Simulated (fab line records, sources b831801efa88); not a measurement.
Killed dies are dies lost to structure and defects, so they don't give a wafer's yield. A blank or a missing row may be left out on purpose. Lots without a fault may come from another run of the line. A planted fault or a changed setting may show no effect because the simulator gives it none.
fab line records | flow sky130
record lots=13 wafers=39 last_day=50
route steps=708 shown VIA2@507 METAL3@565 VIA4@650 PAD_OPEN@707
lots that met no fault: from a run of the same line without faults
start_h: hours from the record's first day to the start of the lot's first wafer shown | wait_h: hours since the lot's step before | " the same as in the row above | L1.1+2: a row that stands for several wafers | - no value, or no start given | * or withheld: withheld | < > ~ a bound
route shown NAME@n: a module of which the file shows steps, and the number in the route of the first | usual: mean/standard deviation of fault-free wafers | same: alike in all rows | chamber/n: place in a boat | sites: the reading at each site | _std_site: their standard deviation | _edge_site: outer sites' mean less inner sites' | radius_mm: how far each site lies from the wafer's centre | mask NAME#n: copy n | behind: the tool/chamber that last shaped the wafer | hold: why the lot was held/for how many hours/how that ended | device: the transistor (n, p or np) that didn't switch | end of line: the same wafers' tests at the end of the route | a step without rows: its recipe alone | killed: dies lost to structure and defects at the first sort, not the wafer's yield | map: a wafer's dies, x killed, . not, _ none there
set.NAME: the setting as run; set.NAME@STEP: as run at that earlier step | model.NAME: the simulator's own value behind a step, which no gauge read
steps of the route over a sample of lots; a table a step, a row a wafer
services: from which hour (start_h, from the record's first day; less than 0 if before it) a tool's chamber was out of use, for how many hours, and why
## steps
# step SKY_VIA2_HDPCVD_00
# recipe material=SiO2 target_thk_nm=1180 sigma_open_frac=0.3 time_s=196.7 temp_c=400 sih4_flow_sccm=60 pressure_mtorr=6
# columns lot.wafer tool chamber start_h wait_h
L706.1+4+6 hdpcvd-02 0,1,0 816.04 0.0
L707.1+2+6 hdpcvd-02 0,2,1 825.47 0.0
L708.3+5+6 hdpcvd-01 1,1,2 838.33 0.0
L709.3+4+5 hdpcvd-02 2,2,0 857.32 0.0
L712.3+5+6 hdpcvd-01 2,0,1 869.99 0.0
L713.1+2+5 hdpcvd-02 2,1,0 874.00 0.0
L714.2+5+6 hdpcvd-02 2,1,2 886.48 0.0
L717.1+4+6 hdpcvd-02 0,2,1 912.38 0.0
L720.2+3+6 hdpcvd-01 1,0,0 930.49 0.0
L722.1+2+3 hdpcvd-02 1,0,2 936.59 0.0
L723.2+3+5 hdpcvd-02 2,0,0 947.24 0.0
L724.3+5+6 hdpcvd-02 0,0,1 961.24 0.0
L729.1+2+5 hdpcvd-01 1,2,0 989.54 0.0
# step SKY_METAL3_DESCUM_15
# recipe chemistry=O2 source_power_w=150 bias_power_w=0 pressure_mtorr=10 temp_c=40 time_s=8
# usual drypump_motor_current_A=5.5/0.53 oes_product_au=0.995/0.01
# columns lot.wafer tool chamber start_h wait_h drypump_motor_current_A oes_product_au rf_hours_counter_h
L706.1 rie_metal-04 1 896.24 0.0 5.7 0.983 4
L706.4 " 0 " " 5.7 1.024 -
L706.6 " 1 " " 5.7 0.992 -
L707.1 rie_metal-03 1 906.39 0.0 6.4 0.990 5
L707.2 " 0 " " 5.6 1.002 9
L707.6 " 1 " " 6.5 0.994 -
L708.3 rie_metal-03 0 918.27 0.0 5.6 1.007 -
L708.5 " 1 " " 6.4 0.994 -
L708.6 " 0 " " 5.6 1.005 -
L709.3 rie_metal-01 0 936.17 0.0 5.2 0.980 -
L709.4 " 1 " " 5.0 0.979 -
L709.5 " 1 " " 5.0 0.984 -
L712.3 rie_metal-03 1 947.05 0.0 6.5 0.983 -
L712.5 " 1 " " 6.5 0.989 -
L712.6 " 0 " " 5.6 1.008 -
L713.1 rie_metal-03 0 952.00 0.0 5.6 1.006 11
L713.2 " 1 " " 6.5 0.993 7
L713.5 " 1 " " 6.4 0.996 -
L714.2 rie_metal-01 0 964.85 0.0 5.3 0.989 4
L714.5 " 0 " " 5.3 0.987 -
L714.6 " 1 " " 5.0 0.997 -
L717.1 rie_metal-01 0 988.95 0.0 5.3 0.994 5
L717.4 " 1 " " 5.0 0.998 -
L717.6 " 0 " " 5.3 0.991 -
L720.2 rie_metal-03 1 1004.14 0.0 6.5 0.986 8
L720.3 " 0 " " 5.6 1.005 -
L720.6 " 1 " " 6.5 0.981 -
L722.1 rie_metal-03 0 1010.34 0.0 5.6 1.016 14
L722.2 " 1 " " 6.5 0.989 9
L722.3 " 1 " " 6.5 0.994 -
L723.2 rie_metal-01 0 1022.06 0.0 5.3 0.974 7
L723.3 " 1 " " 5.0 0.984 -
L723.5 " 1 " " 5.0 0.978 -
L724.3 rie_metal-03 1 1034.50 0.0 6.5 0.988 -
L724.5 " 1 " " 6.5 0.986 -
L724.6 " 0 " " 5.6 1.000 -
L729.1 rie_metal-01 0 1061.46 0.0 5.3 0.987 10
L729.2 " 1 " " 5.0 0.999 20
L729.5 " 0 " " 5.2 0.989 -
# step SKY_VIA4_OVL_MEAS_11
# usual VIA4_OVL=-1.4/1.2
# columns lot.wafer tool chamber start_h wait_h VIA4_OVL[nm]
L706.1 overlay-02 - 997.83 0.1 -2.2
L706.4 " - " " -2.0
L706.6 " - " " -2.4
L707.1 overlay-02 - 1007.40 0.1 -0.1
L707.2 " - " " 2.4
L707.6 " - " " -0.4
L708.3 overlay-02 - 1018.42 0.1 -2.1
L708.5 " - " " -0.1
L708.6 " - " " -1.0
L709.3 overlay-02 - 1036.96 0.1 -0.6
L709.4 " - " " -1.7
L709.5 " - " " 0.0
L712.3 overlay-02 - 1046.66 0.1 0.9
L712.5 " - " " -2.7
L712.6 " - " " 0.0
L713.1 overlay-01 - 1049.63 0.1 0.4
L713.2 " - " " -1.1
L713.5 " - " " -0.8
L714.2 overlay-02 - 1062.39 0.1 -1.2
L714.5 " - " " -1.3
L714.6 " - " " -3.0
L717.1 overlay-01 - 1083.85 0.1 0.3
L717.4 " - " " -1.1
L717.6 " - " " -2.0
L720.2 overlay-02 - 1096.01 0.1 -4.0
L720.3 " - " " -1.4
L720.6 " - " " -2.5
L722.1 overlay-02 - 1102.20 0.1 -2.3
L722.2 " - " " -1.6
L722.3 " - " " -1.1
L723.2 overlay-02 - 1113.54 0.1 -1.8
L723.3 " - " " -1.6
L723.5 " - " " -2.5
L724.3 overlay-02 - 1124.02 0.1 -1.9
L724.5 " - " " -1.3
L724.6 " - " " -1.6
L729.1 overlay-02 - 1145.60 0.1 -2.0
L729.2 " - " " -2.0
L729.5 " - " " -2.5
# step SKY_PAD_OPEN_BOW_MEAS_13
# recipe mode=bow
# usual PAD_OPEN_BOW=46/8.5
# columns lot.wafer tool chamber start_h wait_h PAD_OPEN_BOW[um]
L706.1 film_metro-01 - 1070.32 - 41
L706.4 " - " " 50
L706.6 " - " " 57
L707.1 film_metro-01 - 1077.97 - 49
L707.2 " - " " 45
L707.6 " - " " 44
L708.3 film_metro-02 - 1087.61 - 59
L708.5 " - " " 52
L708.6 " - " " 49
L709.3 film_metro-01 - 1105.89 - 46
L709.4 " - " " 45
L709.5 " - " " 53
L712.3 film_metro-02 - 1116.50 - 47
L712.5 " - " " 36
L712.6 " - " " 43
L713.1 film_metro-01 - 1116.57 - 56
L713.2 " - " " 41
L713.5 " - " " 41
L714.2 film_metro-04 - 1129.08 - 37
L714.5 " - " " 24
L714.6 " - " " 25
L717.1 film_metro-02 - 1146.39 - 48
L717.4 " - " " 45
L717.6 " - " " 51
L720.2 film_metro-02 - 1159.19 - 56
L720.3 " - " " 38
L720.6 " - " " 44
L722.1 film_metro-02 - 1163.92 - 53
L722.2 " - " " 62
L722.3 " - " " 45
L723.2 film_metro-02 - 1173.58 - 52
L723.3 " - " " 35
L723.5 " - " " 37
L724.3 film_metro-01 - 1182.87 - 46
L724.5 " - " " 42
L724.6 " - " " 53
L729.1 film_metro-02 - 1199.08 - 41
L729.2 " - " " 46
L729.5 " - " " 47
# step SKY_PAD_OPEN_PROBE_99
# usual defect_limited_yield=82.8/2.1 killed_at_M0_to_M3=43/7.7 killed_at_M4_up=3.1/1.7 killed_at_contacts=23/4.8 killed_at_front_end=15/4.5 killed_at_other=0.3/0.58 killed_dies=85/10 killed_open=46/7.5 killed_short=38/6.5 sort_bin_3_pad_short=0.8/0.38 sort_bin_5_function=10.3/1.7 sort_bin_6_memory=6.1/1.1 sort_n_pass=407/10 sort_yield_pct=82.8/2.1
# same gross_dies=492 killed_at_back_side=0 sort_bin_4_leakage[%]=0 sort_bin_8_speed[%]=0
# columns lot.wafer tool chamber start_h wait_h defect_limited_yield[%] killed_at_M0_to_M3 killed_at_M4_up killed_at_contacts killed_at_front_end killed_at_other killed_dies killed_open killed_short sort_bin_3_pad_short[%] sort_bin_5_function[%] sort_bin_6_memory[%] sort_n_pass sort_yield_pct[%]
L717.1 prober-01 - 1146.51 0.1 83.7 32 7 25 16 0 80 40 40 1.2 9.3 5.7 412 83.7
L717.4 prober-01 - 1146.66 0.2 85.0 36 5 21 12 0 74 43 31 0.8 8.7 5.5 418 85.0
L717.6 prober-01 - 1146.76 0.2 82.3 45 4 24 14 0 87 44 43 1.4 8.7 7.5 405 82.3
L722.1 prober-02 - 1164.04 0.1 83.3 49 4 22 6 1 82 37 45 0.4 9.1 7.1 410 83.3
L722.2 prober-02 - 1164.09 0.1 76.0 85 6 15 11 1 118 36 32 4.1 15.0 4.9 374 76.0
L722.3 prober-02 - 1164.14 0.2 82.7 44 1 23 17 0 85 42 43 1.2 9.3 6.7 407 82.7
L723.2 prober-01 - 1173.73 0.1 84.3 35 4 22 15 1 77 46 31 0.6 9.8 5.3 415 84.3
L723.3 prober-01 - 1173.78 0.2 72.2 104 0 18 14 1 137 42 36 4.1 17.9 5.9 355 72.2
L723.5 prober-01 - 1173.88 0.2 71.3 97 2 23 18 1 141 44 36 4.5 17.1 7.1 351 71.3
L724.3 prober-02 - 1183.05 0.2 74.6 89 3 18 15 0 125 38 27 3.3 16.9 5.3 367 74.6
L724.5 prober-02 - 1183.15 0.2 71.7 98 1 24 15 1 139 54 35 4.1 16.7 7.5 353 71.7
L724.6 prober-02 - 1183.20 0.2 86.0 36 1 16 16 0 69 33 36 1.4 7.3 5.3 423 86.0
# killed by level:class
L717.1 VIA1:geometric_particle:open=9 LI_CONTACT:geometric_particle:open=7 LOCAL_INTERCONNECT:geometric_particle:short=6 METAL1:geometric_particle:short=6 CONTACT:geometric_particle:open=6 VIA1:geometric_particle:short=6 FIELD_ISO:geometric_particle:short=5 METAL4:geometric_particle:short=5
L717.4 CONTACT:geometric_particle:open=9 VIA2:geometric_particle:open=7 VIA1:geometric_particle:open=6 VIA3:geometric_particle:open=6 POLY_GATE:geometric_particle:open=5 CONTACT:geometric_particle:short=5 METAL1:geometric_particle:short=5 VIA1:geometric_particle:short=5
L717.6 METAL1:geometric_particle:short=11 VIA1:geometric_particle:open=11 VIA2:geometric_particle:open=7 FIELD_ISO:geometric_particle:short=6 LI_CONTACT:geometric_particle:open=6 CONTACT:geometric_particle:short=6 CONTACT:geometric_particle:open=6 LOCAL_INTERCONNECT:geometric_particle:short=4
L722.1 VIA3:geometric_particle:open=12 VIA1:geometric_particle:open=8 METAL2:geometric_particle:short=7 CONTACT:geometric_particle:short=7 VIA1:geometric_particle:short=7 CONTACT:geometric_particle:open=5 METAL4:geometric_particle:short=4 LI_CONTACT:geometric_particle:open=4
L722.2 VIA2:unspecified=50 VIA1:geometric_particle:open=9 VIA3:geometric_particle:open=8 LI_CONTACT:geometric_particle:open=7 METAL2:geometric_particle:short=7 METAL4:geometric_particle:short=6 POLY_GATE:geometric_particle:open=3 LOCAL_INTERCONNECT:geometric_particle:short=3
L722.3 METAL2:geometric_particle:short=10 CONTACT:geometric_particle:open=9 METAL1:geometric_particle:short=9 FIELD_ISO:geometric_particle:open=7 LI_CONTACT:geometric_particle:open=7 VIA3:geometric_particle:open=7 VIA2:geometric_particle:open=5 FIELD_ISO:geometric_particle:short=4
L723.2 METAL1:geometric_particle:short=9 LI_CONTACT:geometric_particle:open=8 CONTACT:geometric_particle:open=8 VIA1:geometric_particle:open=7 FIELD_ISO:geometric_particle:open=6 METAL2:geometric_particle:short=5 LOCAL_INTERCONNECT:geometric_particle:short=4 FIELD_ISO:geometric_particle:short=3
L723.3 VIA2:unspecified=59 VIA1:geometric_particle:open=9 CONTACT:geometric_particle:open=8 METAL3:geometric_particle:short=6 METAL1:geometric_particle:short=6 LI_CONTACT:geometric_particle:open=5 VIA3:geometric_particle:open=5 VIA3:geometric_particle:short=4
L723.5 VIA2:unspecified=61 VIA2:geometric_particle:open=11 VIA3:geometric_particle:open=8 LI_CONTACT:geometric_particle:open=7 LOCAL_INTERCONNECT:geometric_particle:short=6 METAL2:geometric_particle:short=5 FIELD_ISO:geometric_particle:open=4 SPACER:geometric_particle:short=4
L724.3 VIA2:unspecified=60 POLY_GATE:geometric_particle:open=6 LI_CONTACT:geometric_particle:open=6 METAL1:geometric_particle:short=6 CONTACT:geometric_particle:open=5 VIA1:geometric_particle:open=5 VIA2:geometric_particle:open=4 FIELD_ISO:geometric_particle:open=3
L724.5 VIA2:unspecified=50 VIA2:geometric_particle:open=13 VIA1:geometric_particle:open=12 CONTACT:geometric_particle:open=7 LI_CONTACT:geometric_particle:open=7 LOCAL_INTERCONNECT:geometric_particle:short=5 VIA3:geometric_particle:open=5 POLY_GATE:geometric_particle:short=4
L724.6 VIA1:geometric_particle:open=7 VIA1:geometric_particle:short=6 VIA2:geometric_particle:open=5 SPACER:geometric_particle:open=4 METAL1:geometric_particle:short=4 LI_CONTACT:geometric_particle:open=4 LOCAL_INTERCONNECT:geometric_particle:short=4 FIELD_ISO:geometric_particle:open=3
## services
# columns tool chamber start_h hours kind
rie_metal-01 0 835.18 - clean
rie_metal-01 0 835.18 19.4 scheduled_down
rie_metal-01 0 835.18 19.4 vent_cycle
rie_metal-01 - 865.09 7.2 repair
hdpcvd-02 - 874.25 0.6 repair
rie_metal-01 - 892.59 14.6 pm
hdpcvd-01 - 932.03 2.8 pm
hdpcvd-01 - 950.25 15.0 pm
hdpcvd-01 0 950.25 15.0 vent_cycle
hdpcvd-01 1 950.25 15.0 vent_cycle
hdpcvd-01 2 950.25 15.0 vent_cycle
hdpcvd-01 0 965.25 - clean
hdpcvd-01 1 965.25 - clean
hdpcvd-01 2 965.25 - clean
rie_metal-03 1 980.45 8.3 repair
rie_metal-03 - 983.64 14.6 pm
rie_metal-01 - 990.47 0.1 repair
rie_metal-04 0 1001.31 3.9 repair
hdpcvd-01 2 1021.10 5.5 repair
hdpcvd-02 - 1040.29 28.0 repair
rie_metal-04 0 1061.22 - clean
rie_metal-04 0 1061.22 20.0 scheduled_down
rie_metal-04 0 1061.22 20.0 vent_cycle
## key
first_sign step=SKY_PAD_OPEN_PROBE_99 reading=sort_bin_3_pad_short direction=up sigmas=8.4 usual=0.8 struck=4.0
effect step=SKY_PAD_OPEN_PROBE_99 reading=killed_at_M0_to_M3 direction=up sigmas=6.7 usual=43 struck=95
met_at SKY_VIA2_HDPCVD_00
struck_lots L722,L723,L724
struck_wafers L722.2,L723.3,L723.5,L724.3,L724.5
not_acting_at SKY_METAL3_DESCUM_15,SKY_VIA4_OVL_MEAS_11,SKY_PAD_OPEN_BOW_MEAS_13
onset_between 912.38 936.59
fault kind=chamber_particle_source tool=hdpcvd-02 chamber=0 onset_h=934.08 steps=SKY_VIA2_HDPCVD_00 rate_per_visit_cm2=1.2306 end_h=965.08
